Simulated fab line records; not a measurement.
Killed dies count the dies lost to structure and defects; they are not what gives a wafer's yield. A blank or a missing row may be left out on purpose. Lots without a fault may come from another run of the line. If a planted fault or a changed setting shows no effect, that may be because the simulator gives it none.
fab line records -- flow gf180mcu
record lots=14, wafers=42, last_day=34
route steps=602 shown SALICIDE@282 CONTACT@303 M1@326
lots that met no fault: from a run of the same line without faults
start_h: hours from the record's first day to the start of the lot's first wafer shown -- wait_h: hours elapsed since this lot's preceding step -- " same as the row above -- L1.1+2: a single row standing in for several wafers -- - either no value or no given start -- * or withheld: withheld -- < > ~ a bound
route shown NAME@n: NAME is a module with steps in the file, n the number in the route of the first one -- usual: mean/standard deviation of fault-free wafers -- same: alike in all rows -- chamber/n: place in a boat -- sites: readings site by site -- _std_site: how widely they spread, as a standard deviation -- _edge_site: inner sites' mean taken away from outer sites' mean -- radius_mm: for every site, how far away it sits from the centre of the wafer -- mask NAME#n: copy n -- behind: the most recent tool/chamber to have shaped the wafer -- hold: why the lot was held/for how many hours/how that ended -- device: transistor that didn't switch, given as n, p or np -- end of line: at the end of the route, the tests of the same wafers -- step lacking rows: just its recipe -- killed: dies that structure and defects cost at the first sort, which is not the same as the wafer's yield -- map: a wafer's dies, marking killed ones x, the rest . and places with no die _
set.NAME: the setting that was run; set.NAME@STEP: the one run at that earlier step -- model.NAME: the simulator's own value behind a step, which no gauge read
one table for each step of the route and one row for each wafer, over a sample of lots
services: the hour from which a tool's chamber was out of use, counted from the record's first day as start_h (under 0 if before that day), plus the number of hours and why
## steps
# step GF_SALICIDE_RS_MEAS_04
# recipe thk_meas_gauge=four-point-probe, reads=TiN_of_SALICIDE_SPUTTER_03+Co_of_SALICIDE_SPUTTER_02
# usual SALICIDE_TIN_RS=16.4/0.32
lot.wafer,tool,chamber,start_h,wait_h,SALICIDE_TIN_RS[ohm/sq]
L147.2,film_metro-03,-,341.89,0.0,16.1
L147.3,film_metro-03,-,341.89,0.0,16.7
L147.6,film_metro-03,-,341.89,0.0,16.3
L149.4,film_metro-02,-,362.05,0.1,16.6
L149.5,film_metro-02,-,362.05,0.1,16.2
L149.6,film_metro-02,-,362.05,0.1,16.4
L150.1,film_metro-02,-,369.44,0.0,17.0
L150.3,film_metro-02,-,369.44,0.0,16.6
L150.5,film_metro-02,-,369.44,0.0,16.7
L152.1,film_metro-03,-,380.89,0.0,16.5
L152.2,film_metro-03,-,380.89,0.0,16.3
L152.3,film_metro-03,-,380.89,0.0,16.5
L155.2,film_metro-03,-,412.36,0.0,16.7
L155.5,film_metro-03,-,412.36,0.0,16.1
L155.6,film_metro-03,-,412.36,0.0,16.7
L156.1,film_metro-02,-,419.15,0.0,16.8
L156.3,film_metro-02,-,419.15,0.0,16.7
L156.6,film_metro-02,-,419.15,0.0,16.7
L161.2,film_metro-04,-,459.28,0.0,16.5
L161.5,film_metro-04,-,459.28,0.0,16.7
L161.6,film_metro-04,-,459.28,0.0,16.7
L162.3,film_metro-02,-,464.94,0.1,16.7
L162.4,film_metro-02,-,464.94,0.1,16.6
L162.6,film_metro-02,-,464.94,0.1,16.5
L164.1,film_metro-02,-,487.82,0.0,15.8
L164.4,film_metro-02,-,487.82,0.0,16.2
L164.6,film_metro-02,-,487.82,0.0,15.8
L165.1,film_metro-04,-,492.34,0.0,16.6
L165.3,film_metro-04,-,492.34,0.0,16.6
L165.6,film_metro-04,-,492.34,0.0,16.6
L167.2,film_metro-04,-,509.23,0.0,16.0
L167.3,film_metro-04,-,509.23,0.0,16.5
L167.6,film_metro-04,-,509.23,0.0,16.6
L168.2,film_metro-04,-,517.79,0.0,16.2
L168.3,film_metro-04,-,517.79,0.0,16.6
L168.4,film_metro-04,-,517.79,0.0,16.5
L169.3,film_metro-04,-,524.10,0.1,16.5
L169.4,film_metro-04,-,524.10,0.1,16.2
L169.5,film_metro-04,-,524.10,0.1,16.1
L170.1,film_metro-02,-,537.22,0.0,16.1
L170.3,film_metro-02,-,537.22,0.0,16.1
L170.4,film_metro-02,-,537.22,0.0,15.9
# step GF_CONTACT_ETCH_16
# recipe chemistry=N2/H2, target_depth_a=withheld, overetch_a=withheld, time_s=withheld, target=BARC, ion_energy_ev=200, source_w=500, bias_w=100, pressure_mtorr=30, n2_flow_sccm=100, h2_flow_sccm=200
# usual drypump_motor_current_A=6.0/0.42, oes_product_au=0.855/0.0048, throttle_valve_pct=13.226/0.0087
lot.wafer,tool,chamber,start_h,wait_h,drypump_motor_current_A,oes_product_au,throttle_valve_pct
L147.2,rie_diel-02,2,364.62,0.0,6.4,0.858,13.229
L147.3,rie_diel-02,0,364.62,0.0,6.4,0.847,13.225
L147.6,rie_diel-02,3,364.62,0.0,5.3,0.850,13.217
L149.4,rie_diel-01,3,385.78,0.0,5.6,0.856,13.222
L149.5,rie_diel-01,0,385.78,0.0,5.9,0.859,13.223
L149.6,rie_diel-01,1,385.78,0.0,6.1,0.855,13.217
L150.1,rie_diel-01,3,393.02,0.0,5.6,0.853,13.227
L150.3,rie_diel-01,1,393.02,0.0,6.1,0.860,13.224
L150.5,rie_diel-01,2,393.02,0.0,6.4,0.854,13.212
L152.1,rie_diel-04,1,404.83,0.0,5.2,0.856,13.246
L152.2,rie_diel-04,3,404.83,0.0,6.3,0.848,13.239
L152.3,rie_diel-04,0,404.83,0.0,6.0,0.857,13.225
L155.2,rie_diel-04,3,437.58,0.0,6.3,0.854,13.221
L155.5,rie_diel-04,2,437.58,0.0,6.3,0.856,13.223
L155.6,rie_diel-04,1,437.58,0.0,5.2,0.850,13.233
L156.1,rie_diel-02,3,445.08,0.0,5.4,0.850,13.233
L156.3,rie_diel-02,1,445.08,0.0,5.9,0.858,13.232
L156.6,rie_diel-02,0,445.08,0.0,6.4,0.865,13.217
L161.2,rie_diel-04,1,484.98,0.0,5.3,0.854,13.225
L161.5,rie_diel-04,1,484.98,0.0,5.3,0.855,13.227
L161.6,rie_diel-04,2,484.98,0.0,6.3,0.852,13.239
L162.3,rie_diel-04,3,491.18,0.0,6.3,0.854,13.236
L162.4,rie_diel-04,0,491.18,0.0,5.9,0.859,13.216
L162.6,rie_diel-04,0,491.18,0.0,6.0,0.857,13.236
L164.1,rie_diel-01,2,513.08,0.0,6.5,0.861,13.216
L164.4,rie_diel-01,1,513.08,0.0,6.1,0.855,13.224
L164.6,rie_diel-01,3,513.08,0.0,5.5,0.855,13.231
L165.1,rie_diel-02,1,517.36,0.0,5.9,0.852,13.224
L165.3,rie_diel-02,2,517.36,0.0,6.4,0.860,13.225
L165.6,rie_diel-02,3,517.36,0.0,5.4,0.849,13.224
L167.2,rie_diel-04,3,534.01,0.0,6.3,0.852,13.241
L167.3,rie_diel-04,2,534.01,0.0,6.3,0.851,13.212
L167.6,rie_diel-04,0,534.01,0.0,5.9,0.854,13.215
L168.2,rie_diel-02,2,542.58,0.0,6.4,0.854,13.230
L168.3,rie_diel-02,3,542.58,0.0,5.3,0.854,13.211
L168.4,rie_diel-02,0,542.58,0.0,6.4,0.854,13.222
L169.3,rie_diel-02,1,548.71,0.0,5.9,0.852,13.215
L169.4,rie_diel-02,2,548.71,0.0,6.4,0.850,13.235
L169.5,rie_diel-02,2,548.71,0.0,6.4,0.854,13.233
L170.1,rie_diel-01,2,561.31,0.0,6.5,0.852,13.204
L170.3,rie_diel-01,3,561.31,0.0,5.6,0.845,13.240
L170.4,rie_diel-01,0,561.31,0.0,5.9,0.859,13.215
# step GF_CONTACT_STRIP_18
# recipe chemistry=O2/N2, power_w=1400, pressure_mtorr=1500, platen_temp_c=250, o2_flow_sccm=3000, n2_flow_sccm=300, overash_fraction=0.5
# usual drypump_motor_current_A=5.5/0.41, heater_power_w=320/35, oes_product_au=0.580/0.0053
lot.wafer,tool,chamber,start_h,wait_h,drypump_motor_current_A,heater_power_w,oes_product_au,rf_hours_counter_h
L147.2,plasma_asher-02,1,364.78,-,5.0,305,0.570,53
L147.3,plasma_asher-02,0,364.78,-,5.6,350,0.579,-
L147.6,plasma_asher-02,0,364.78,-,5.6,344,0.573,-
L149.4,plasma_asher-03,1,385.98,-,5.9,298,0.579,-
L149.5,plasma_asher-03,0,385.98,-,5.2,302,0.572,-
L149.6,plasma_asher-03,1,385.98,-,5.8,292,0.574,-
L150.1,plasma_asher-03,0,393.18,-,5.2,302,0.585,69
L150.3,plasma_asher-03,0,393.18,-,5.2,302,0.586,-
L150.5,plasma_asher-03,1,393.18,-,5.8,290,0.583,-
L152.1,plasma_asher-02,0,405.00,-,5.6,354,0.571,58
L152.2,plasma_asher-02,1,405.00,-,5.0,302,0.578,58
L152.3,plasma_asher-02,0,405.00,-,5.6,346,0.582,-
L155.2,plasma_asher-02,1,437.75,-,5.0,303,0.581,61
L155.5,plasma_asher-02,0,437.75,-,5.6,340,0.579,-
L155.6,plasma_asher-02,1,437.75,-,5.0,297,0.578,-
L156.1,plasma_asher-03,1,445.25,-,5.8,299,0.580,1
L156.3,plasma_asher-03,0,445.25,-,5.3,289,0.577,-
L156.6,plasma_asher-03,1,445.25,-,5.8,286,0.587,-
L161.2,plasma_asher-03,1,485.15,-,5.8,295,0.570,4
L161.5,plasma_asher-03,1,485.15,-,5.8,300,0.576,-
L161.6,plasma_asher-03,0,485.15,-,5.2,285,0.577,-
L162.3,plasma_asher-01,1,491.38,-,6.2,290,0.576,-
L162.4,plasma_asher-01,0,491.38,-,5.8,390,0.579,-
L162.6,plasma_asher-01,0,491.38,-,5.7,385,0.589,-
L164.1,plasma_asher-01,0,513.25,-,5.7,396,0.579,92
L164.4,plasma_asher-01,1,513.25,-,6.2,298,0.576,-
L164.6,plasma_asher-01,1,513.25,-,6.2,288,0.587,-
L165.1,plasma_asher-01,0,517.53,-,5.8,394,0.574,93
L165.3,plasma_asher-01,0,517.53,-,5.7,383,0.578,-
L165.6,plasma_asher-01,0,517.53,-,5.7,394,0.582,-
L167.2,plasma_asher-01,0,534.18,-,5.7,390,0.583,95
L167.3,plasma_asher-01,0,534.18,-,5.7,380,0.579,-
L167.6,plasma_asher-01,0,534.18,-,5.7,388,0.579,-
L168.2,plasma_asher-02,1,542.75,-,4.9,299,0.581,72
L168.3,plasma_asher-02,1,542.75,-,5.0,299,0.576,-
L168.4,plasma_asher-02,0,542.75,-,5.6,353,0.590,-
L169.3,plasma_asher-02,0,548.91,-,5.6,340,0.585,-
L169.4,plasma_asher-02,1,548.91,-,5.0,292,0.581,-
L169.5,plasma_asher-02,1,548.91,-,5.0,292,0.579,-
L170.1,plasma_asher-02,1,561.48,-,5.0,308,0.576,74
L170.3,plasma_asher-02,0,561.48,-,5.6,354,0.575,-
L170.4,plasma_asher-02,1,561.48,-,5.0,293,0.572,-
# step GF_M1_EXPOSE_11
# recipe mask_id=Metal1, target_cd_nm=230, na=0.68, source_shape=conventional, sigma_outer=0.6, dose_mj=28
# usual exposure_dose_mJ_cm2=28.111/0.027, focus_offset_nm=0.0/0.53
lot.wafer,tool,chamber,start_h,wait_h,mask,exposure_dose_mJ_cm2,focus_offset_nm
L147.2,krf_scanner-01,0,376.83,-,Metal1#0,28.099,0.3
L147.3,krf_scanner-01,0,376.83,-,Metal1#0,28.114,0.3
L147.6,krf_scanner-01,0,376.83,-,Metal1#0,28.117,-0.1
L149.4,krf_scanner-01,0,398.72,-,Metal1#0,28.039,-0.5
L149.5,krf_scanner-01,0,398.72,-,Metal1#0,28.138,0.2
L149.6,krf_scanner-01,0,398.72,-,Metal1#0,28.089,-0.9
L150.1,krf_scanner-01,0,405.98,-,Metal1#0,28.145,0.5
L150.3,krf_scanner-01,0,405.98,-,Metal1#0,28.130,0.2
L150.5,krf_scanner-01,0,405.98,-,Metal1#0,28.093,0.2
L152.1,krf_scanner-01,0,418.28,-,Metal1#0,28.095,0.6
L152.2,krf_scanner-01,0,418.28,-,Metal1#0,28.081,0.6
L152.3,krf_scanner-01,0,418.28,-,Metal1#0,28.091,0.0
L155.2,krf_scanner-01,-,451.42,-,Metal1#0,-,-
L155.5,krf_scanner-01,-,451.42,-,Metal1#0,-,-
L155.6,krf_scanner-01,-,451.42,-,Metal1#0,-,-
L156.1,krf_scanner-01,-,458.98,-,Metal1#0,-,-
L156.3,krf_scanner-01,-,458.98,-,Metal1#0,-,-
L156.6,krf_scanner-01,-,458.98,-,Metal1#0,-,-
L161.2,krf_scanner-02,0,497.88,-,Metal1#0,28.147,-0.5
L161.5,krf_scanner-02,0,497.88,-,Metal1#0,28.164,0.0
L161.6,krf_scanner-02,0,497.88,-,Metal1#0,28.110,-0.9
L162.3,krf_scanner-01,0,504.84,-,Metal1#0,28.099,-0.1
L162.4,krf_scanner-01,0,504.84,-,Metal1#0,28.133,-1.0
L162.6,krf_scanner-01,0,504.84,-,Metal1#0,28.087,-0.7
L164.1,krf_scanner-01,0,525.85,-,Metal1#0,28.118,-0.8
L164.4,krf_scanner-01,0,525.85,-,Metal1#0,28.148,0.2
L164.6,krf_scanner-01,0,525.85,-,Metal1#0,28.175,1.0
L165.1,krf_scanner-01,0,530.19,-,Metal1#0,28.115,0.0
L165.3,krf_scanner-01,0,530.19,-,Metal1#0,28.129,-0.1
L165.6,krf_scanner-01,0,530.19,-,Metal1#0,28.097,0.2
L167.2,krf_scanner-02,0,546.58,-,Metal1#0,28.157,-0.3
L167.3,krf_scanner-02,0,546.58,-,Metal1#0,28.133,-0.7
L167.6,krf_scanner-02,0,546.58,-,Metal1#0,28.125,-0.9
L168.2,krf_scanner-02,0,555.28,-,Metal1#0,28.097,-0.7
L168.3,krf_scanner-02,0,555.28,-,Metal1#0,28.078,-0.1
L168.4,krf_scanner-02,0,555.28,-,Metal1#0,28.133,0.2
L169.3,krf_scanner-01,0,562.22,-,Metal1#0,28.083,0.4
L169.4,krf_scanner-01,0,562.22,-,Metal1#0,28.062,-0.7
L169.5,krf_scanner-01,0,562.22,-,Metal1#0,28.084,0.3
L170.1,krf_scanner-01,0,573.59,-,Metal1#0,28.133,0.6
L170.3,krf_scanner-01,0,573.59,-,Metal1#0,28.118,0.8
L170.4,krf_scanner-01,0,573.59,-,Metal1#0,28.084,0.0
## services
tool,chamber,start_h,hours,kind
plasma_asher-02,-,341.20,4.0,repair
rie_diel-02,1,359.73,7.1,repair
plasma_asher-01,-,360.41,15.6,pm
krf_scanner-01,-,379.95,1.0,pm
rie_diel-04,2,403.17,4.5,repair
rie_diel-02,-,406.20,1.6,repair
krf_scanner-01,-,426.31,1.1,repair
krf_scanner-01,-,435.14,0.6,repair
krf_scanner-01,-,438.12,0.8,pm
krf_scanner-01,-,462.31,4.4,pm
krf_scanner-01,-,478.72,6.7,repair
krf_scanner-01,-,483.79,0.6,repair
rie_diel-02,0,486.22,15.6,repair
krf_scanner-01,-,491.76,0.6,repair
krf_scanner-01,-,493.16,1.3,pm
rie_diel-04,1,522.36,5.2,repair
rie_diel-02,0,530.14,7.7,repair
rie_diel-02,1,538.83,3.5,repair
krf_scanner-01,-,545.26,6.4,repair
krf_scanner-01,-,547.32,0.3,repair
krf_scanner-01,-,551.67,1.0,pm
rie_diel-02,-,556.08,14.6,pm
plasma_asher-02,-,557.60,2.5,repair
rie_diel-02,3,570.97,18.2,repair
## key
first_sign step=GF_M1_EXPOSE_11, reading=tool_record, direction=missing
effect none on later readings
met_at GF_M1_EXPOSE_11
struck_lots L155,L156
later_rows_left_out L155.2,L155.5,L155.6,L156.1,L156.3,L156.6
sort_left_out L155.2,L155.5,L155.6,L156.1,L156.3,L156.6
not_acting_at GF_SALICIDE_RS_MEAS_04,GF_CONTACT_ETCH_16,GF_CONTACT_STRIP_18
onset_between 418.28 451.42
fault kind=skipped_step_whole, tool=krf_scanner-01, chamber=-, onset_h=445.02, steps=GF_M1_EXPOSE_11, scope=struck_lots_only
# sort_left_out: the simulated sort isn't trusted on such a fault, so these wafers' sort isn't shown, and their yield isn't known
# later_rows_left_out: the simulator's readings of these wafers behind a module that went badly wrong aren't trusted and aren't shown, but for the sort
